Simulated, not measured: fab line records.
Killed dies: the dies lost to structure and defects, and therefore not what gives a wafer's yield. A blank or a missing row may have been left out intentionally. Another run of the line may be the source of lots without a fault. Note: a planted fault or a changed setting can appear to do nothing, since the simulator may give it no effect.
Matching of chambers    flow gf180mcu    GF_V3_CMP_26 on cmp-01 has 4 sister chambers
The step polishes, stops on SiO2, t overpolish 15 s, target thk 0 nm. 4 wafers are shown with their chamber, then 8 later ones without.

WAFERS PAIRED WITH THEIR CHAMBERS
wafer   chamber  time to endpoint s (s)
L525.4  3        85
L525.5  1        83
L525.6  0        90
L531.1  2        78

WAFERS WITH NO CHAMBER GIVEN
wafer   time to endpoint s (s)
L531.2  87
L531.6  86
L532.3  85
L532.4  89
L532.5  88
L533.2  86
L533.4  79
L533.6  85

WHICH CHAMBER EACH ONE RAN IN
wafer    from the rows above            in truth
L531.2   can't be placed: 3 or 0 or 1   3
L531.6   can't be placed: 3 or 1        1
L532.3   can't be placed: 3 or 1        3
L532.4   0                              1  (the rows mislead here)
L532.5   can't be placed: 0 or 3        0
L533.2   can't be placed: 3 or 1        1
L533.4   2                              2
L533.6   can't be placed: 3 or 1        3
Correct placement for 1 of the 8. Cannot be placed on the basis of these rows: 6; the candidates contain the true chamber in 6. Number placed wrongly: 1.
How it was worked out, from the rows above alone: a wafer's distance from a chamber is the root of the sum, over the readings, of the square of ((its reading less the chamber's mean) divided by the reading's scatter). If the next closest chamber is less than 2 further off than the closest, the wafer can't be placed; otherwise it belongs to the closest. For every chamber, the mean is computed from those of its wafers that are shown. The scatter (one wafer shown for each chamber): square how far every hidden wafer sits from the nearest shown wafer, average those squares and take the square root.
